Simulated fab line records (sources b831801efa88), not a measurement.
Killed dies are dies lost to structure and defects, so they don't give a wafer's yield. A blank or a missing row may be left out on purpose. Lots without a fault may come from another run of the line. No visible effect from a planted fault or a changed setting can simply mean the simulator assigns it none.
Struck lot and sound lot, side by side    flow gf180mcu    17 steps out of a route of 602
Sound: the wafers L168.1, L168.4, L168.5. Struck: wafers L161.1, L161.2, L161.6. The cause is given at the end.
For every step that has rows: the tool of each side, followed by ch and its chambers, followed by its first start. Under that, the readings that differ: sound wafers    struck wafers    difference of the means    sigmas: that difference in standard deviations of wafers without a fault.
alike: readings with means less than 2 such deviations apart, plus words and numbers identical on both sides. not compared: withheld readings, readings lacking a value on some wafer, bounds such as >300 that could conceal the same value, and numbers that have no deviation in the record and whose values overlap.
Wherever a step has rows on one side only, a row that says differs or no value, or a row with sigmas, the two part there. Non-overlapping numbers with no deviation appear without sigmas and do not part them. A reading missing from all wafers of one side parts the sides only when that side holds two or more wafers.

first, 3 steps without rows for these wafers: GF_V2_EXPOSE_11 (exposes mask Via2, target cd 260 nm); GF_V2_PEB_12 (peb time 90 s); GF_V2_DEVELOP_13 (develop time 60 s).
GF_V2_CD_MEAS_14: target cd 260 nm.
  sound: cd_sem-02 at day 25 12:44; struck: cd_sem-02 at day 22 21:44
  alike: cd_nm
GF_V2_OVL_MEAS_15:
  sound: overlay-01 at day 25 12:52; struck: overlay-01 at day 22 21:52
  alike: V2_OVL
GF_V2_ETCH_16: etches BARC in N2/H2.
  sound on rie_diel-02 ch 0,1,3, day 25 12:54; struck on rie_diel-02 ch 0,3, day 22 21:54
  alike: drypump_motor_current_A, oes_product_au, throttle_valve_pct
GF_V2_ETCH_17: etches SiO2 in C4F8/O2/Ar, stops on TiN, target depth 630 nm.
  sound on rie_diel-02 ch 0,1,3; struck on rie_diel-02 ch 0,3
  alike: oes_product_au
GF_V2_STRIP_18: strips in O2/N2.
  sound on plasma_asher-04 ch 0,1, day 25 13:02; struck on plasma_asher-04 ch 0,1, day 22 22:02
  alike: drypump_motor_current_A, heater_power_w, oes_product_au
  not compared: rf_hours_counter_h
then, 2 steps without rows for these wafers: GF_V2_STRIP_19 (strips in post etch residue remover, time 1200 s); GF_V2_CLEAN_20 (cleans in DIW).
GF_V2_SPUTTER_21: material Ti, target thk 15 nm, time 80.02 s.
  sound: pvd_sputter-04 at day 25 13:34; struck: pvd_sputter-04 at day 22 22:35
  alike: throttle_valve_pct
then, 1 step without rows for these wafers: GF_V2_SPUTTER_22 (material TiN, target thk 10 nm, time 40 s).
GF_V2_CVD_23: deposits W, target thk 350 nm, time 104.94 s.
  sound on cvd_w-02 ch 0,1, day 25 13:40; struck on cvd_w-01 ch 0,1, day 22 22:41
reading                           sound              struck             difference  sigmas
chamber_pressure_Torr (Torr)      40.05 40.06 40.11  44.68 44.73 44.71  +4.63       +55
model.W_of_V2_CVD_23.thk_nm (nm)  352.8 349.7 351.6  365.1 372.4 365    +16.1       
  alike: heater_power_w
GF_V2_RS_MEAS_24: uses a four-point probe to measure.
  sound: film_metro-04 at day 25 13:46; struck: film_metro-04 at day 22 22:47
reading           sound              struck             difference  sigmas
V2_W_RS (ohm/sq)  0.324 0.327 0.326  0.313 0.307 0.314  -0.014      -4
GF_V2_THK_MEAS_25: measures by xrf.
  sound: film_metro-04 at day 25 13:53; struck: film_metro-04 at day 22 22:55
reading        sound        struck       difference  sigmas
V2_W_THK (nm)  350 346 345  362 369 361  +17         +3
GF_V2_CMP_26: polishes, stops on SiO2, t overpolish 15 s, target thk 0 nm.
  sound on cmp-02 ch 1,2, day 25 13:57; struck on cmp-02 ch 0,1,3, day 22 22:58
  alike: motor_current_A
after that, 1 step had no rows for these wafers: GF_PASSIVATION_PROBE_99.

## WHERE THEY PART
First at GF_V2_CVD_23; last, within this record, at GF_V2_THK_MEAS_25. Later steps at which nothing parts them and some readings are alike: GF_V2_CMP_26.

WHY: the cause the simulator had injected
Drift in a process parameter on cvd_w-01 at GF_V2_CVD_23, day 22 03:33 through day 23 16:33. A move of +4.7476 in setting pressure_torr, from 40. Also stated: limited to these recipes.
